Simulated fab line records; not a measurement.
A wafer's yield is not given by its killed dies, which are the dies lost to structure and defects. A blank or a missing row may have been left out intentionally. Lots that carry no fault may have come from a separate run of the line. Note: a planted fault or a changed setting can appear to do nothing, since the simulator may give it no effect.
Comparing a struck lot with a sound one -- flow gf180mcu -- 14 steps out of a route of 602
Sound: wafers L581.1, L581.2, L581.5. Wafers L587.1, L587.2, L587.3 were the ones struck. At the end, the cause is stated.
Each step with rows lists, per side, the tool, then ch with its chambers, then its first start. Under that, the readings that differ: sound wafers -- struck wafers -- difference of the means -- sigmas: that difference in standard deviations of wafers without a fault.
alike: a reading whose means differ by less than 2 such deviations, as well as words and numbers matching on both sides. not compared: withheld readings; readings where some wafer has no value; bounds like >300 that might hide an equal value; numbers whose values overlap and for which the record gives no deviation.
The two part at a step that has a row with sigmas, a row that says differs or no value, or rows on one side only. When numbers do not overlap yet have no deviation, they are printed without sigmas and do not part them. A reading missing from all wafers of one side parts the sides only when that side holds two or more wafers.

first, 4 steps without rows for these wafers: GF_VT_IMPLANT_SOFTBAKE_14 (time 60 s); GF_VT_IMPLANT_EXPOSE_15 (exposes mask Nwell LV AREA, target cd 860 nm); GF_VT_IMPLANT_PEB_16; GF_VT_IMPLANT_DEVELOP_17 (develop time 60 s).
GF_VT_IMPLANT_OVL_MEAS_18:
  sound on overlay-01 at day 8 12:27; struck on overlay-02 at day 10 03:03
  alike: VT_IMPLANT_01_OVL
after that, 1 step had no rows for these wafers: GF_VT_IMPLANT_IMPLANT_19.
GF_VT_IMPLANT_STRIP_20: strips in O2/N2.
  sound on plasma-asher-04 ch 0,1, day 8 12:38; struck on plasma-asher-01 ch 0,1, day 10 03:14
  alike: drypump-motor-current-A, heater-power-w, oes-product-au, strip-time-to-endpoint-s
  not compared: rf-hours-counter-h
GF_VT_IMPLANT_TW_MEAS_21:
  sound on film-metro-02 at day 8 12:44; struck on film-metro-02 at day 10 03:20
  alike: VT_IMPLANT_2_TW
then, 4 steps without rows for these wafers: GF_VT_IMPLANT_DEHYDRATE_22 (time 60 s); GF_VT_IMPLANT_HMDS_23 (prime time 60 s); GF_VT_IMPLANT_COAT_24 (resist thk 1000 nm); GF_VT_IMPLANT_SOFTBAKE_25 (time 60 s).
GF_VT_IMPLANT_EXPOSE_26: exposes mask LVPWELL HV AREA, target cd 860 nm.
  struck on iline-stepper-01, day 10 12:40; sound on iline-stepper-02 ch 0, day 8 21:03
  no value came back on the struck wafers for exposure-dose-mJ-cm2, focus-offset-nm (nm); on the sound wafers exposure-dose-mJ-cm2 reads 139.94 139.71 139.81
reading,sound,struck,difference,sigmas
model.VT_IMPLANT.overlay-y-nm (nm),-0.6135 -0.6135 -0.6135,-0.7369 -0.7369 -0.7369,-0.1234,
model.VT_IMPLANT.overlay-x-nm (nm),0.3615 0.3615 0.3615,1.39 1.39 1.39,+1.03,
  alike: mask
after that, 1 step had no rows for these wafers: GF_VT_IMPLANT_PEB_27.

## WHERE THEY PART
Only at GF_VT_IMPLANT_EXPOSE_26, within this record.

WHY: whatever the simulator had introduced
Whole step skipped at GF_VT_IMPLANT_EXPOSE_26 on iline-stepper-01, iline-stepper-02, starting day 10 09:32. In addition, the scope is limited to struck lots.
